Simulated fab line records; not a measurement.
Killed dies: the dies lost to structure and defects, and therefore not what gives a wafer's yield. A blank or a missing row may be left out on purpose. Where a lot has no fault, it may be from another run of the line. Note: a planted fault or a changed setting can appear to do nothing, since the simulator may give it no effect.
Struck lot and sound lot, side by side	flow gf180mcu	30 steps out of a route of 602
Sound: these wafers, L165.1, L165.2, L165.6. Struck: wafers L171.4, L171.5, L171.6. The cause comes at the end.
Each step with rows lists, per side, the tool, then ch with its chambers, then its first start. Under that, the readings that differ: sound wafers	struck wafers	difference of the means	sigmas: that difference in standard deviations of wafers without a fault.
alike: same words and numbers on both sides, and readings whose means sit less than 2 such deviations apart. not compared: any withheld reading, any reading some wafer has no value for, any bound like >300 that may hide the same value, and any number with overlapping values for which the record gives no deviation.
Wherever a step has rows on one side only, a row that says differs or no value, or a row with sigmas, the two part there. Non-overlapping numbers with no deviation appear without sigmas and do not part them. A reading missing from all wafers of one side parts the sides only when that side holds two or more wafers.

GF_STI_BOW_MEAS_00:
  sound on filmMetro-02 at day 2 21:00; struck on filmMetro-03 at day 4 03:04
  alike: INCOMING_BOW
GF_STI_OXIDATION_01: stabilise 600 s, purge 300 s, target thk 10 nm.
  sound on furnace-02 ch 0, day 2 21:07; struck on furnace-01 ch 0, day 4 05:38
  alike: oxTempC
GF_STI_THK_MEAS_02:
  sound on filmMetro-01 at day 2 22:31; struck on filmMetro-03 at day 4 07:04
reading	sound	struck	difference	sigmas
STI_OXIDATION_THK (nm)	9.93 9.91 9.84	16.39 16.67 16.81	+6.73	+37
then, 1 step without rows for these wafers: GF_STI_CVD_03 (deposits Si3N4 from DCS/NH3, target thk 207.16 nm, time 3705 s).
GF_STI_THK_MEAS_04:
  sound on filmMetro-03 at day 3 00:34; struck on filmMetro-01 at day 4 09:07
  alike: STI_CVD_03_THK
then, 7 steps without rows for these wafers: GF_STI_DEHYDRATE_05 (time 60 s); GF_STI_HMDS_06 (prime time 60 s); GF_STI_COAT_07 (resist thk 700 nm); GF_STI_SOFTBAKE_08 (time 60 s); GF_STI_EXPOSE_09 (exposes mask COMP, target cd 220 nm); GF_STI_PEB_10 (peb time 90 s); GF_STI_DEVELOP_11 (develop time 60 s).
GF_STI_CD_MEAS_12: target cd 220 nm.
  sound on cdSem-01 at day 3 12:52; struck on cdSem-01 at day 4 19:28
  alike: cdNm
GF_STI_ETCH_13: etches the open film in CHF3/O2, stops on Si, target depth 282.31 nm, time 112.9 s.
  sound on rieDiel-01 ch 0,2, day 3 12:59; struck on rieDiel-02 ch 0,1,2, day 4 19:32
  alike: chamberPressureMTorr, drypumpMotorCurrentA, oesProductAu, throttleValvePct
  not compared: rfHoursCounterH
GF_STI_ETCH_14: etches Si in HBr/Cl2/O2, target depth 360 nm, time 102.9 s.
  sound on rieSi-02 ch 0,3, day 3 13:04; struck on rieSi-02 ch 0,2,3, day 4 19:37
  alike: chamberPressureMTorr, drypumpMotorCurrentA, oesProductAu, throttleValvePct
  not compared: rfHoursCounterH
GF_STI_STRIP_15: strips in O2/N2.
  sound on plasmaAsher-01 ch 0,1, day 3 13:08; struck on plasmaAsher-01 ch 0,1, day 4 19:43
  alike: chamberPressureMTorr, drypumpMotorCurrentA, heaterPowerW, oesProductAu, stripTimeToEndpointS
  not compared: rfHoursCounterH
then, 6 steps without rows for these wafers: GF_STI_CLEAN_16 (cleans in dHF, time 25 s); GF_STI_WET_ETCH_17 (etches Si3N4 in H3PO4, target depth 45 nm, time 514 s); GF_STI_CLEAN_18 (cleans in SC1/SC2, time 150 s); GF_STI_CLEAN_19 (cleans in dHF, time 20 s); GF_STI_WET_ETCH_20 (etches SiO2 in dHF, target depth 20 nm, time 400 s); GF_STI_OXIDATION_21 (stabilise 600 s, purge 300 s, target thk 15 nm).
GF_STI_THK_MEAS_22:
  sound on filmMetro-01 at day 3 14:44; struck on filmMetro-01 at day 4 21:17
  alike: STI_OXIDATION_01_THK
then, 1 step without rows for these wafers: GF_STI_CVD_23 (deposits SiO2, target thk 650 nm, time 108.3 s).
GF_STI_THK_MEAS_24:
  sound on filmMetro-02 at day 3 14:53; struck on filmMetro-02 at day 4 21:26
  alike: STI_CVD_23_THK
GF_STI_CMP_25: polishes, stops on Si3N4, t overpolish 33 s, target thk 524.6 nm.
  sound on cmp-01 ch 0,3, day 3 14:56; struck on cmp-02 ch 0,1,3, day 4 21:37
  alike: motorCurrentA, overpolishRunS, timeToEndpointS
then, 1 step without rows for these wafers: GF_STI_WET_ETCH_26 (etches SiO2 in dHF, target depth 94 nm, time 188 s).
GF_STI_WET_ETCH_27: etches Si3N4 in H3PO4, target depth 160 nm, time 1825 s.
  sound on wetBench-01 ch 0, day 3 15:18; struck on wetBench-01 ch 1, day 4 21:49
reading	sound	struck	difference	sigmas
model.SiO2_of_STI_OXIDATION_01.thkNm (nm)	9.856 9.856 9.809	16.36 16.58 16.7	+6.71	
then, 1 step without rows for these wafers: GF_STI_WET_ETCH_28 (etches SiO2 in dHF, target depth 20 nm, time 40 s).
-- the record jumps here: 28 days lie between the struck wafers' starts before and after (it left off in module STI and takes up again in module PASSIVATION, whose first step shown is number 602 of the route) --
GF_PASSIVATION_PROBE_99:
  only the struck wafers here have rows in the record (prober-02, day 32 18:35); the sound ones have none

## WHERE THEY PART
Last at GF_PASSIVATION_PROBE_99 as far as this record goes, first at GF_STI_THK_MEAS_02.

WHY: the cause the simulator had injected
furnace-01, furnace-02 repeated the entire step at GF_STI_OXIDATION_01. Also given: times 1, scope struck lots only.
